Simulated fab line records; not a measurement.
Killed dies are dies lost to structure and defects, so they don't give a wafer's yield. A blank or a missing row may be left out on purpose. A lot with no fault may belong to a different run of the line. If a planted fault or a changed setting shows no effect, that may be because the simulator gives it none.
A lot that was struck, set against a sound lot ; flow sky130 ; 15 steps out of a route of 708
Sound: the wafers L779.2, L779.4, L779.5. Struck: wafers L789.3, L789.5, L789.6. The cause is given at the end.
At each step with rows: each side's tool, then ch and its chambers, then its first start. Under that, the readings that differ: sound wafers ; struck wafers ; difference of the means ; sigmas: that difference in standard deviations of wafers without a fault.
alike: readings whose means differ by less than 2 such deviations, and words and numbers that are the same on both sides. not compared: withheld readings, readings that some wafer has no value for, bounds like >300 that may hide the same value, and numbers for which the record gives no deviation and whose values overlap.
A row with sigmas, a row that says differs or no value, or rows on one side alone: a step with any of these is where the two part. Numbers that don't overlap but have no deviation are shown without sigmas and don't part them. Lack of a reading on every wafer of one side parts them only where that side has two or more wafers.

first, 5 steps without rows for these wafers: SKY_SONOS_TUNNEL_COAT_02 (resist thk 1140 nm); SKY_SONOS_TUNNEL_SOFTBAKE_03 (time 60 s); SKY_SONOS_TUNNEL_EXPOSE_04 (exposes mask TUNM, target cd 410 nm); SKY_SONOS_TUNNEL_PEB_05; SKY_SONOS_TUNNEL_DEVELOP_06 (develop time 60 s).
SKY_SONOS_TUNNEL_CD_MEAS_07 targets a cd of 410 nm.
  sound on cd_sem-01 at day 12 19:39; struck on cd_sem-02 at day 16 01:23
reading;sound;struck;difference;sigmas
cd_nm (nm);410.9 412.4 413.3;407.4 408.5 405.7;-5.0;-2
SKY_SONOS_TUNNEL_OVL_MEAS_08:
  sound on overlay-01 at day 12 19:46; struck on overlay-01 at day 16 01:29
  alike: SONOS_TUNNEL_OVL
then, 3 steps without rows for these wafers: SKY_SONOS_TUNNEL_IMPLANT_09; SKY_SONOS_TUNNEL_WET_ETCH_10 (etches SiO2 in dHF, target depth 14 nm, time 280 s); SKY_SONOS_TUNNEL_STRIP_11 (strips in SPM, time 600 s).
SKY_SONOS_TUNNEL_TW_MEAS_12:
  sound on film_metro-03 at day 12 20:20; struck on film_metro-04 at day 16 01:56
  alike: SONOS_TUNNEL_TW
then, 1 step without rows for these wafers: SKY_SONOS_TUNNEL_CLEAN_13 (cleans in dHF, time 20 s).
SKY_SONOS_ONO_OXIDATION_00: stabilise 600 s, purge 300 s, target thk 2.6 nm.
  sound on furnace-02 ch 0, day 12 20:34; struck on furnace-02 ch 0, day 16 02:12
reading;sound;struck;difference;sigmas
ox_time_s (s);1249 1249 1249;999.2 999.2 999.2;-249.8;
model.SiO2_of_SONOS_ONO_OXIDATION_00.thk_nm (nm);2.603 2.605 2.609;2.24 2.23 2.276;-0.36;
  alike: zone_power_centre_pct, zone_power_upper_pct
SKY_SONOS_ONO_THK_MEAS_01:
  sound on film_metro-02 at day 12 21:56; struck on film_metro-01 at day 16 03:47
reading;sound;struck;difference;sigmas
SONOS_ONO_OXIDATION_THK (nm);2.55 2.60 2.60;2.28 2.25 2.25;-0.32;-6
  not compared: hold
-- the record jumps here: 33 days lie between the struck wafers' starts before and after (it left off in module SONOS_ONO and takes up again in module PAD_OPEN, whose first step shown is number 708 of the route) --
SKY_PAD_OPEN_PROBE_99:
  sound on prober-02 at day 46 22:02; struck on prober-02 at day 49 06:33
reading;sound;struck;difference;sigmas
model.etest.cap_ono.gate_log10_a_cm2;-7.929 -7.934 -8.037;-7.695 -7.578 -7.764;+0.288;
model.etest.cap_ono.tox_acc_nm (nm);12.92 12.92 13.05;12.7 12.61 12.74;-0.3;
model.etest.sonos_erased.vt_v (V);-2.304 -2.293 -2.225;-2.412 -2.481 -2.399;-0.157;
model.etest.sonos_baked.vt_less_v (V);-0.4598 -0.5098 -0.5189;-0.6358 -0.6117 -0.5627;-0.1072;
  alike: killed_at_M0_to_M3, killed_at_M4_up, killed_at_contacts, killed_at_front_end, killed_at_other, killed_dies, killed_on_rim, killed_open, killed_short
  not compared: model.etest.sonos_erased.drive_ua_um

WHERE THEY PART
Earliest at SKY_SONOS_TUNNEL_CD_MEAS_07; latest, in this record, at SKY_SONOS_ONO_THK_MEAS_01. Later steps at which nothing parts them and some readings are alike: SKY_PAD_OPEN_PROBE_99.

WHY: what had been put in by the simulator
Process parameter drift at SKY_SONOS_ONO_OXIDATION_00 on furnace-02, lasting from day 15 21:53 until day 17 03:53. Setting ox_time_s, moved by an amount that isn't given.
